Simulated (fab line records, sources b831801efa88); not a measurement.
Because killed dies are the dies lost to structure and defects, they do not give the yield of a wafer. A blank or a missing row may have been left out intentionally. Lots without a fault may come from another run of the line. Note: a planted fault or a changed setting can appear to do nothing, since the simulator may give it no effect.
Chamber matching ; flow gf180mcu ; GF_PSD_CLEAN_12 on wetBench-01 has 3 sister chambers
The step cleans in SC1/SC2, time 150 s. 6 wafers are shown with their chamber, then 5 later ones without.

WAFERS, EACH WITH ITS CHAMBER
wafer;chamber;bathGuardTempC (C);bathHeatDutyPct (%)
L468.6;0;70.3;11.9
L473.5;1;70.5;12.6
L473.6;1;70.5;11.6
L478.4;2;71.3;13.0
L478.6;2;71.1;13.5
L480.4;0;70.0;13.1

WAFERS MISSING THEIR CHAMBER
wafer;bathGuardTempC (C);bathHeatDutyPct (%)
L480.5;70.4;12.2
L480.6;70.0;12.0
L483.3;70.3;12.9
L483.4;70.1;11.7
L483.5;70.1;12.6

WHICH CHAMBER EACH ONE RAN IN
wafer;from the rows above;in truth
L480.5;can't be placed: 1 or 0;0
L480.6;0;0
L483.3;can't be placed: 0 or 1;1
L483.4;can't be placed: 0 or 1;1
L483.5;0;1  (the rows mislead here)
Correct placement for 1 of the 5. Can't be placed from these rows: 3 (the true chamber is among the candidates in 3). Number placed wrongly: 1.
How it was worked out, from the rows above alone: a wafer's distance from a chamber is the root of the sum, over the readings, of the square of ((its reading less the chamber's mean) divided by the reading's scatter). The wafer belongs to the nearest chamber; if the next one is less than 2 further off, it can't be placed. A chamber's mean is the mean of its shown wafers. The scatter: take each reading less its chamber's mean, square it, sum over the shown wafers, divide by the number of wafers less the number of chambers, and take the root.
